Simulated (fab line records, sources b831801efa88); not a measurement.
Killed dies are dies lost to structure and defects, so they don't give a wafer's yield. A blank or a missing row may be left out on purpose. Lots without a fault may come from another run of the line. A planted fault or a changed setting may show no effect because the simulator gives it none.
Chamber matching | flow gf180mcu | GF_V5_CMP_26 on cmp-01: 4 sister chambers
The step polishes, stops on SiO2, t overpolish 15 s, target thk 0 nm. 8 wafers are shown with their chamber, then 7 later ones without.

WAFERS WITH THEIR CHAMBER
wafer  | chamber | motor_current_A (A) | time_to_endpoint_s (s)
L687.6 | 3       | 11.8                | 87
L692.2 | 3       | 12.1                | 84
L692.4 | 1       | 13.0                | 79
L696.1 | 0       | 10.3                | 96
L696.2 | 2       | 12.6                | 84
L696.5 | 2       | 12.6                | 85
L697.1 | 0       | 10.2                | 90
L697.3 | 1       | 12.5                | 80

WAFERS WITHOUT THEIR CHAMBER
wafer  | motor_current_A (A) | time_to_endpoint_s (s)
L697.4 | 12.6                | 90
L699.1 | 13.1                | 80
L699.3 | 10.2                | 89
L699.6 | 10.3                | 92
L700.2 | 12.5                | 80
L700.3 | 11.6                | 83
L700.5 | 11.9                | 78

WHICH CHAMBER EACH WENT THROUGH
wafer  | from the rows above          | in truth
L697.4 | can't be placed: 2 or 3      | 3
L699.1 | can't be placed: 1 or 2      | 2
L699.3 | 0                            | 0
L699.6 | 0                            | 0
L700.2 | can't be placed: 1 or 2      | 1
L700.3 | 3                            | 3
L700.5 | can't be placed: 3 or 1 or 2 | 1
Placed correctly: 3 of 7. Can't be placed from these rows: 4 (the true chamber is among the candidates in 4). Placed wrongly: 0.
How it was worked out, from the rows above alone: a wafer's distance from a chamber is the root of the sum, over the readings, of the square of ((its reading less the chamber's mean) divided by the reading's scatter). The wafer belongs to the nearest chamber; if the next one is less than 2 further off, it can't be placed. A chamber's mean is the mean of its shown wafers. The scatter: the root of (the sum of the squares of (reading less its chamber's mean) over the shown wafers, divided by (wafers less chambers)).
